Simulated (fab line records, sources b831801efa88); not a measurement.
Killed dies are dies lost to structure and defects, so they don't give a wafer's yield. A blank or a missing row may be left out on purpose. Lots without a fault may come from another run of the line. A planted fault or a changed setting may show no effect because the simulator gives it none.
fab line records | flow sky130 | part 2 of 2: steps 43 to 43 of 43
record lots=6 wafers=18 last_day=50
route steps=708 shown VIA3@585 METAL4@598 CAP2M@603 PAD_OPEN@708
lots that met no fault: from a run of the same line without faults
start_h: hours from the record's first day to the start of the lot's first wafer shown | wait_h: hours since the lot's step before | " the same as in the row above | L1.1+2: a row that stands for several wafers | - no value, or no start given | * or withheld: withheld | < > ~ a bound
route shown NAME@n: a module of which the file shows steps, and the number in the route of the first | usual: mean/standard deviation of fault-free wafers | same: alike in all rows | chamber/n: place in a boat | sites: the reading at each site | _std_site: their standard deviation | _edge_site: outer sites' mean less inner sites' | radius_mm: how far each site lies from the wafer's centre | mask NAME#n: copy n | behind: the tool/chamber that last shaped the wafer | hold: why the lot was held/for how many hours/how that ended | device: the transistor (n, p or np) that didn't switch | end of line: the same wafers' tests at the end of the route | a step without rows: its recipe alone | killed: dies lost to structure and defects at the first sort, not the wafer's yield | map: a wafer's dies, x killed, . not, _ none there
set.NAME: the setting as run; set.NAME@STEP: as run at that earlier step | model.NAME: the simulator's own value behind a step, which no gauge read
lots at some steps of the route; a table a step, a row a wafer
services: from which hour (start_h, from the record's first day; less than 0 if before it) a tool's chamber was out of use, for how many hours, and why
## steps
# step SKY_PAD_OPEN_PROBE_99
# usual defect_limited_yield=83.0/1.9 killed_at_M0_to_M3=43/6.9 killed_at_M4_up=3.1/1.9 killed_at_contacts=24/5.4 killed_at_front_end=14/4.3 killed_at_other=0.3/0.53 killed_dies=84/9.5 killed_on_rim=16/4.1 killed_open=46/6.8 killed_short=38/6 sort_bin_3_pad_short=0.9/0.46 sort_bin_5_function=10.0/1.4 sort_bin_6_memory=6.1/1.1 sort_n_pass=408/9.5 sort_yield_pct=83.0/1.9
# same gross_dies=492 killed_at_back_side=0 sort_bin_4_leakage[%]=0 sort_bin_8_speed[%]=0
# columns lot.wafer tool chamber start_h wait_h defect_limited_yield[%] killed_at_M0_to_M3 killed_at_M4_up killed_at_contacts killed_at_front_end killed_at_other killed_dies killed_on_rim killed_open killed_short sort_bin_3_pad_short[%] sort_bin_5_function[%] sort_bin_6_memory[%] sort_n_pass sort_yield_pct[%] model.etest.tester.sort_n_pass model.etest.tester.sort_yield_pct model.etest.tester.sort_bin_5_pct model.etest.tester.sort_bin_6_pct model.etest.tester.sort_bin_3_pct
L613.2 prober-01 - 1081.95 0.1 77.0 65 3 34 11 0 113 23 62 48 2.2 13.4 7.3 379 77.0 379 77.03 13.41 7.317 2.236
L613.5 prober-01 - 1082.10 0.2 80.7 52 5 18 20 0 95 18 56 39 0.2 11.0 8.1 397 80.7 397 80.69 10.98 8.13 0.2033
L613.6 prober-01 - 1082.15 0.2 79.9 47 4 28 20 0 99 18 53 46 1.0 10.8 8.3 393 79.9 393 79.88 10.77 8.333 1.016
L614.1 prober-02 - 1086.17 0.1 82.3 39 5 28 15 0 87 17 49 38 0.2 11.0 6.5 405 82.3 405 82.32 10.98 6.504 0.2033
L614.5 prober-02 - 1086.37 0.2 84.8 41 4 18 11 1 75 19 44 31 1.2 7.9 6.1 417 84.8 417 84.76 7.927 6.098 1.22
L614.6 prober-02 - 1086.42 0.2 82.5 55 4 16 11 0 86 19 47 38 0.6 8.7 8.1 406 82.5 406 82.52 8.74 8.13 0.6098
L616.2 prober-01 - 1099.35 0.1 79.9 46 4 31 18 0 99 24 50 48 2.0 11.2 6.9 393 79.9 393 79.88 11.18 6.911 2.033
L616.3 prober-01 - 1099.40 0.2 85.4 35 0 21 15 1 72 18 43 29 0.4 8.7 5.5 420 85.4 420 85.37 8.74 5.488 0.4065
L616.4 prober-01 - 1099.45 0.2 84.1 46 2 19 11 0 78 13 50 28 1.4 8.5 5.9 414 84.1 414 84.15 8.537 5.894 1.423
L624.2 prober-02 - 1143.81 0.1 28.7 329 6 10 6 0 351 68 29 25 6.9 43.7 20.7 141 28.7 141 28.66 43.7 20.73 6.911
L624.3 prober-02 - 1143.86 0.2 82.3 45 2 25 15 0 87 18 51 34 1.2 11.2 5.3 405 82.3 405 82.32 11.18 5.285 1.22
L624.4 prober-02 - 1143.91 0.2 83.1 44 2 19 18 0 83 18 46 36 1.0 11.4 4.5 409 83.1 409 83.13 11.38 4.472 1.016
L627.2 prober-02 - 1172.51 0.1 33.1 312 1 8 8 0 329 66 20 21 4.5 41.5 20.9 163 33.1 163 33.13 41.46 20.93 4.472
L627.3 prober-02 - 1172.56 0.2 86.2 32 2 26 7 1 68 13 43 25 0.2 8.9 4.7 424 86.2 424 86.18 8.943 4.675 0.2033
L627.5 prober-02 - 1172.66 0.2 25.2 326 3 24 15 0 368 75 37 37 5.1 51.2 18.5 124 25.2 124 25.2 51.22 18.5 5.081
L633.1 prober-02 - 1195.74 0.1 84.3 43 5 14 15 0 77 15 44 33 1.4 8.7 5.5 415 84.3 415 84.35 8.74 5.488 1.423
L633.2 prober-02 - 1195.79 0.1 83.1 49 6 13 15 0 83 10 35 48 1.0 9.3 6.5 409 83.1 409 83.13 9.35 6.504 1.016
L633.6 prober-02 - 1195.99 0.2 85.0 40 4 20 10 0 74 13 35 39 0.8 10.0 4.3 418 85.0 418 84.96 9.959 4.268 0.813
# killed by level:class
L613.2 VIA1:geometric_particle:open=21 CONTACT:geometric_particle:open=14 VIA1:geometric_particle:short=11 LI_CONTACT:geometric_particle:open=9 METAL1:geometric_particle:short=8 VIA2:geometric_particle:open=6 METAL2:geometric_particle:short=5 POLY_GATE:geometric_particle:open=4
L613.5 VIA1:geometric_particle:open=14 VIA3:geometric_particle:open=10 CONTACT:geometric_particle:open=8 VIA1:geometric_particle:short=6 POLY_GATE:geometric_particle:short=6 POLY_GATE:geometric_particle:open=5 FIELD_ISO:geometric_particle:open=4 METAL3:geometric_particle:short=4
L613.6 VIA1:geometric_particle:open=13 CONTACT:geometric_particle:open=11 POLY_GATE:geometric_particle:open=8 METAL1:geometric_particle:short=7 METAL2:geometric_particle:short=7 LI_CONTACT:geometric_particle:open=6 LOCAL_INTERCONNECT:geometric_particle:short=5 CONTACT:geometric_particle:short=5
L614.1 VIA1:geometric_particle:open=12 LI_CONTACT:geometric_particle:open=9 CONTACT:geometric_particle:open=6 VIA3:geometric_particle:open=6 FIELD_ISO:geometric_particle:open=5 LOCAL_INTERCONNECT:geometric_particle:short=5 CONTACT:geometric_particle:short=5 METAL1:geometric_particle:short=5
L614.5 VIA1:geometric_particle:open=9 VIA2:geometric_particle:open=8 VIA3:geometric_particle:open=8 LI_CONTACT:geometric_particle:open=6 CONTACT:geometric_particle:open=5 FIELD_ISO:geometric_particle:short=3 FIELD_ISO:geometric_particle:open=3 POLY_GATE:geometric_particle:short=3
L614.6 VIA1:geometric_particle:open=9 VIA2:geometric_particle:open=9 VIA3:geometric_particle:open=8 VIA3:geometric_particle:short=8 LI_CONTACT:geometric_particle:open=6 METAL1:geometric_particle:short=5 METAL2:geometric_particle:short=5 CONTACT:geometric_particle:open=4
L616.2 VIA1:geometric_particle:open=12 LI_CONTACT:geometric_particle:open=8 LOCAL_INTERCONNECT:geometric_particle:short=7 CONTACT:geometric_particle:short=7 CONTACT:geometric_particle:open=7 METAL2:geometric_particle:short=7 METAL1:geometric_particle:short=5 VIA3:geometric_particle:open=5
L616.3 VIA1:geometric_particle:open=9 LI_CONTACT:geometric_particle:open=7 CONTACT:geometric_particle:open=7 VIA3:geometric_particle:open=6 LOCAL_INTERCONNECT:geometric_particle:short=5 METAL2:geometric_particle:short=5 POLY_GATE:geometric_particle:open=4 POLY_GATE:geometric_particle:short=3
L616.4 VIA1:geometric_particle:open=11 VIA2:geometric_particle:open=11 CONTACT:geometric_particle:open=7 METAL1:geometric_particle:short=7 LI_CONTACT:geometric_particle:open=6 VIA3:geometric_particle:open=5 FIELD_ISO:geometric_particle:short=3 FIELD_ISO:geometric_particle:open=3
L624.2 VIA3:unspecified=297 VIA1:geometric_particle:open=9 VIA2:geometric_particle:open=6 METAL2:geometric_particle:short=5 METAL4:geometric_particle:short=4 CONTACT:geometric_particle:open=3 VIA3:geometric_particle:open=3 FIELD_ISO:geometric_particle:short=2
L624.3 VIA1:geometric_particle:open=14 CONTACT:geometric_particle:open=13 CONTACT:geometric_particle:short=7 VIA1:geometric_particle:short=7 VIA3:geometric_particle:open=6 METAL2:geometric_particle:short=6 VIA2:geometric_particle:open=5 POLY_GATE:geometric_particle:open=4
L624.4 VIA1:geometric_particle:open=14 CONTACT:geometric_particle:open=10 FIELD_ISO:geometric_particle:short=5 VIA1:geometric_particle:short=5 METAL2:geometric_particle:short=5 VIA3:geometric_particle:open=5 FIELD_ISO:geometric_particle:open=4 LI_CONTACT:geometric_particle:open=4
L627.2 VIA3:unspecified=288 VIA1:geometric_particle:short=5 METAL2:geometric_particle:short=4 VIA1:geometric_particle:open=4 CONTACT:geometric_particle:open=4 FIELD_ISO:geometric_particle:short=3 FIELD_ISO:geometric_particle:open=3 VIA3:geometric_particle:open=3
L627.3 VIA1:geometric_particle:open=11 LI_CONTACT:geometric_particle:open=8 CONTACT:geometric_particle:open=8 VIA2:geometric_particle:open=6 LOCAL_INTERCONNECT:geometric_particle:short=4 METAL1:geometric_particle:short=4 VIA3:geometric_particle:open=3 FIELD_ISO:geometric_particle:open=2
L627.5 VIA3:unspecified=294 VIA1:geometric_particle:open=13 CONTACT:geometric_particle:open=9 FIELD_ISO:geometric_particle:short=8 CONTACT:geometric_particle:short=7 LI_CONTACT:geometric_particle:open=4 VIA1:geometric_particle:short=4 FIELD_ISO:geometric_particle:open=3
L633.1 VIA1:geometric_particle:open=11 VIA3:geometric_particle:open=8 FIELD_ISO:geometric_particle:short=7 CONTACT:geometric_particle:open=7 VIA1:geometric_particle:short=5 METAL1:geometric_particle:short=5 METAL4:geometric_particle:short=5 POLY_GATE:geometric_particle:open=4
L633.2 VIA3:geometric_particle:open=10 METAL2:geometric_particle:short=8 METAL1:geometric_particle:short=7 VIA1:geometric_particle:open=7 CONTACT:geometric_particle:short=5 FIELD_ISO:geometric_particle:short=4 VIA1:geometric_particle:short=4 VIA2:geometric_particle:short=4
L633.6 VIA1:geometric_particle:open=9 CONTACT:geometric_particle:open=8 VIA1:geometric_particle:short=8 VIA2:geometric_particle:open=5 VIA3:geometric_particle:open=4 CONTACT:geometric_particle:short=4 METAL1:geometric_particle:short=4 METAL2:geometric_particle:short=4
# map L624.2 (x killed, . not)
__________xx.x.xxxx._________
________..xxxx.xxxx.xx_______
______xxxx.x.xxxxxx.x.xx_____
_____xx..xxx.x.x.xxxxxxxx____
____xxxxxx..xx.xxxx..xxxxx___
___x.xx..xx...x...xxxxxx..x__
__xxxxxxx.xxx...xxxx.xxxx..._
_.xxxxx.x.xx.xxx.x.xxxxxxx.x.
_.xxx.xxxxxxx.x.xx.xx.xxxxx..
_xx.xxxx.x..xxx.x.xxx.xx.xxx.
_xxxxxxxxxxx.xxxxx.x.xx.x.xxx
_x.x...xxxx.x.xxxxxxxx.x.xxx.
_xx...xx.xxx..xxxxxxxxxxxxxxx
_xxxxxx..xx.x.....x.x.xxx..xx
_x.xx..xxx..xxxxx.xx.x.xx..xx
__xxx.x.xxxxxxxx.xxxx.x.xxxx_
___xxxx.x...xxxxxxxxxx.x...__
____.xx..xxxxxx..xxxx.xx..___
_____x...xxxxxxxxxx.x.xxx____
______xxxxxxxxx...xxx.xx_____
________xxxxxx.xxxxxxx_______
__________..xx.xxxxx_________
# map L627.5 (x killed, . not)
__________xx.xx.xxxx_________
________xxxxxxxxxxx..x_______
______xxxxxxx.x.x.xxx.xx_____
_____xxxxxxxxxxxx.xxx.xxx____
____xxx.xx.xxx.x.xxx.x..x.___
___x.x.xxxx..x.xxx.xxxxxx.x__
__xxxxxx.x.xx..xxxxx.xxxxxxx_
_xx.xxxx.xxx..x.xx..x.xxxx.xx
_x.x.xxxxx.xxxxxxxxxxxxxxxxxx
_..xxxx.xx..xx.xxxxxxxx.xx.x.
_xxxx.xxxxx..xxxxx..xx...x.xx
_xxx.xx..x.xxxxxxxxxxxxx.xxxx
_xxxx.xx..xxxxxx....xxxx..xxx
_x...x.xxxxxxx.x.x..xxxxxxx.x
_xxxxxxxx.xx....x..xx.xxxxxx.
__xxx.xx....xx..xx..xxxxxxxx_
___x.xxxxxxxxxxxx.xx.xxxxxx__
____xxxxxxxx.xxxxxx..xxxx.___
_____..x.xxxxxxxx.xxxx.x.____
______xxxxxxx.xxxxxx.xxx_____
________x...x.xx.xxxx._______
__________xx.xxxxx.x_________
## services
# columns tool chamber start_h hours kind
pecvd-01 0 923.23 4.0 repair
pvd_sputter-04 - 930.40 5.9 repair
cmp-02 - 931.39 0.3 repair
pvd_sputter-03 - 938.90 3.0 repair
plasma_asher-01 - 967.23 26.0 repair
pecvd-02 - 973.38 14.6 pm
pvd_sputter-03 - 974.23 3.2 repair
pecvd-03 - 975.26 1.5 repair
cmp-01 - 983.23 4.0 repair
pvd_sputter-02 - 986.64 3.1 repair
pecvd-03 - 989.31 2.7 repair
pecvd-03 0 1002.71 23.4 repair
pvd_sputter-01 - 1049.50 9.5 repair
pvd_sputter-01 - 1052.49 3.2 repair
pvd_sputter-04 2 1053.75 - consumable_replace:kit
pvd_sputter-04 2 1053.75 18.0 scheduled_down
plasma_asher-04 - 1055.27 9.0 pm
pecvd-03 - 1061.18 1.0 repair
pvd_sputter-04 - 1078.37 1.7 repair
pecvd-03 - 1078.50 7.3 repair
pecvd-01 1 1080.50 6.2 repair
cmp-02 - 1084.00 4.0 pm
cmp-01 - 1093.78 5.8 pm
pvd_sputter-04 - 1093.93 3.8 repair
## key
first_sign step=SKY_PAD_OPEN_PROBE_99 reading=killed_at_M0_to_M3 direction=up sigmas=40 usual=43 struck=322
effect step=SKY_PAD_OPEN_PROBE_99 reading=defect_limited_yield direction=down sigmas=28 usual=83.0 struck=29.0
model_effect step=SKY_PAD_OPEN_PROBE_99 value=etest.tester.sort_n_pass without=405.7 struck=142.7
met_at SKY_VIA3_CMP_24
struck_wafers L624.2,L627.2,L627.5
fault kind=chamber_particle_source tool=cmp-02 chamber=0 onset_h=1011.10 steps=SKY_VIA3_CMP_24 rate_per_visit_cm2=1.8994 end_h=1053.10
